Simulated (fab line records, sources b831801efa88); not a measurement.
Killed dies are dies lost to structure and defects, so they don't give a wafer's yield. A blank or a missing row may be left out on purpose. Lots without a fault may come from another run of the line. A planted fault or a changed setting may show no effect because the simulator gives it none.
One fault seen from 2 desks | flow gf180mcu | each desk has only its own numbers; what lay behind them comes last

THE METROLOGY DESK
What the gauges read, lot by lot, whatever tool the lot ran on: means of the sampled wafers that have a number. A lot is out of limits, marked OUT, if its mean lies more than 4 standard deviations from the usual mean; the brackets give that distance.
Columns: A = V5_W_THK at GF_V5_THK_MEAS_25, usual 357 nm
lot  | first seen here | A
L749 | day 26 12:49    | 359
L750 | day 26 14:13    | 361
L751 | day 27 09:32    | 361
L752 | day 27 10:38    | 357
L753 | day 27 17:11    | 355
L754 | day 28 01:50    | 365
L755 | day 30 05:18    | 350
L757 | day 30 09:21    | 349
L763 | day 31 18:26    | 362
L767 | day 32 18:43    | 357
L768 | day 33 04:58    | 356
L770 | day 33 10:40    | 350
L771 | day 33 21:22    | 351
This desk's finding: nothing out of limits on any of the 13 lots.

THE TOOL OWNER'S DESK: rie_diel-02
The tool's own readings at GF_V4_ETCH_17 (etches SiO2 in C4F8/O2/Ar, stops on TiN, target depth 630 nm): means of the sampled wafers that have a number, for each lot that ran on this tool. A lot is out of limits, marked OUT, if its mean lies more than 4 standard deviations from the usual mean; the brackets give that distance.
Columns: A = oes_product_au at GF_V4_ETCH_17, usual 0.855 a.u.
lot  | first seen here | A
L750 | day 23 20:00    | 0.853
L753 | day 24 22:00    | 0.856
L755 | day 27 16:00    | 0.857
L763 | day 29 07:00    | 0.854
L771 | day 31 14:00    | 0.855
This desk's finding: nothing out of limits on any of the 5 lots.

PUT TOGETHER
The metrology desk saw nothing out of limits.
The tool owner's desk saw nothing out of limits.

WHAT THE SIMULATOR HAD PUT IN
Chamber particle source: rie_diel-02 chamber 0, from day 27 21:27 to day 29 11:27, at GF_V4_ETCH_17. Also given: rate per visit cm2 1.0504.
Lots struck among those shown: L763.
